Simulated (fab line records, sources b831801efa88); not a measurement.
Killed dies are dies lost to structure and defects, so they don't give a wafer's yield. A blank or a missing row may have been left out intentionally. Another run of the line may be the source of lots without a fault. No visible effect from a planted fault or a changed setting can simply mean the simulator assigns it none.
Matching of chambers + flow sky130 + 4 sister chambers for SKY_VIA4_CMP_02 on cmp-02
The step polishes SiO2. 36 wafers are shown with their chamber, then 12 later ones without.

## WAFERS, EACH WITH ITS CHAMBER
| wafer  | chamber | motor-current-A (A) | slurry-flow-ml-min |
|--------|---------|---------------------|--------------------|
| L075.2 | 2       | 12.0                | 150.2              |
| L075.3 | 1       | 9.6                 | 149.9              |
| L075.6 | 1       | 9.3                 | 149.7              |
| L076.1 | 3       | 11.5                | 149.4              |
| L076.3 | 1       | 8.9                 | 149.5              |
| L076.6 | 3       | 11.5                | 149.8              |
| L077.2 | 2       | 12.4                | 149.4              |
| L077.4 | 3       | 11.1                | 149.2              |
| L077.5 | 2       | 11.3                | 150.1              |
| L079.1 | 2       | 11.8                | 149.8              |
| L079.2 | 0       | 12.3                | 150.2              |
| L079.4 | 3       | 11.0                | 150.6              |
| L078.1 | 1       | 8.8                 | 150.5              |
| L078.2 | 3       | 10.8                | 151.0              |
| L078.3 | 0       | 12.3                | 149.3              |
| L078.4 | 2       | 12.5                | 150.6              |
| L078.5 | 2       | 12.4                | 150.1              |
| L078.6 | 1       | 8.7                 | 150.8              |
| L080.1 | 2       | 12.2                | 150.3              |
| L080.2 | 3       | 10.8                | 150.0              |
| L080.5 | 1       | 9.2                 | 150.2              |
| L081.1 | 1       | 8.6                 | 149.5              |
| L081.3 | 3       | 11.2                | 149.4              |
| L081.4 | 2       | 11.8                | 150.2              |
| L083.2 | 2       | 12.1                | 150.0              |
| L083.5 | 3       | 11.0                | 149.9              |
| L083.6 | 0       | 11.7                | 150.7              |
| L084.1 | 2       | 12.5                | 150.2              |
| L084.4 | 0       | 12.4                | 150.6              |
| L084.5 | 2       | 12.6                | 150.3              |
| L089.2 | 2       | 12.0                | 150.3              |
| L089.3 | 3       | 10.8                | 150.0              |
| L089.4 | 1       | 8.9                 | 149.9              |
| L087.1 | 2       | 12.1                | 149.8              |
| L087.3 | 1       | 9.2                 | 150.5              |
| L087.4 | 0       | 11.9                | 150.0              |

SIGNATURES (averages over the wafers above)
| reading            | chamber 0 | chamber 1 | chamber 2 | chamber 3 | scatter within a chamber |
|--------------------|-----------|-----------|-----------|-----------|--------------------------|
| motor-current-A    | 12.120    | 9.022     | 12.131    | 11.078    | 0.326                    |
| slurry-flow-ml-min | 150.160   | 150.056   | 150.100   | 149.922   | 0.461                    |
Rule: distance of a wafer from a chamber = root of the sum over the readings of ((wafer's reading minus chamber's mean) / reading's scatter) squared. If the next closest chamber is less than 2 further off than the closest, the wafer can't be placed; otherwise it belongs to the closest. The scatter: take each reading less its chamber's mean, square it, sum over the shown wafers, divide by the number of wafers less the number of chambers, and take the root.

## WAFERS WITHOUT THEIR CHAMBER
| wafer  | motor-current-A (A) | slurry-flow-ml-min |
|--------|---------------------|--------------------|
| L088.3 | 9.3                 | 150.4              |
| L088.4 | 12.1                | 149.5              |
| L088.5 | 12.0                | 149.9              |
| L091.4 | 12.6                | 150.5              |
| L091.5 | 9.3                 | 149.8              |
| L091.6 | 12.2                | 149.9              |
| L094.2 | 11.0                | 150.3              |
| L094.3 | 11.7                | 150.1              |
| L094.6 | 12.1                | 150.4              |
| L095.2 | 12.4                | 150.0              |
| L095.3 | 10.8                | 149.1              |
| L095.6 | 9.5                 | 150.0              |

## EACH ONE'S CHAMBER
| wafer  | from the rows above          | in truth |
|--------|------------------------------|----------|
| L088.3 | 1                            | 1        |
| L088.4 | can't be placed: 2 or 0 or 3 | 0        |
| L088.5 | can't be placed: 2 or 0      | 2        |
| L091.4 | can't be placed: 0 or 2      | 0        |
| L091.5 | 1                            | 1        |
| L091.6 | can't be placed: 2 or 0      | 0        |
| L094.2 | 3                            | 3        |
| L094.3 | can't be placed: 0 or 2 or 3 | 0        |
| L094.6 | can't be placed: 0 or 2      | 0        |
| L095.2 | can't be placed: 2 or 0      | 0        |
| L095.3 | 3                            | 3        |
| L095.6 | 1                            | 1        |
5 of 12 placed correctly. Unplaceable from these rows: 7, with the true chamber sitting among the candidates in 7. Placed wrongly: 0.
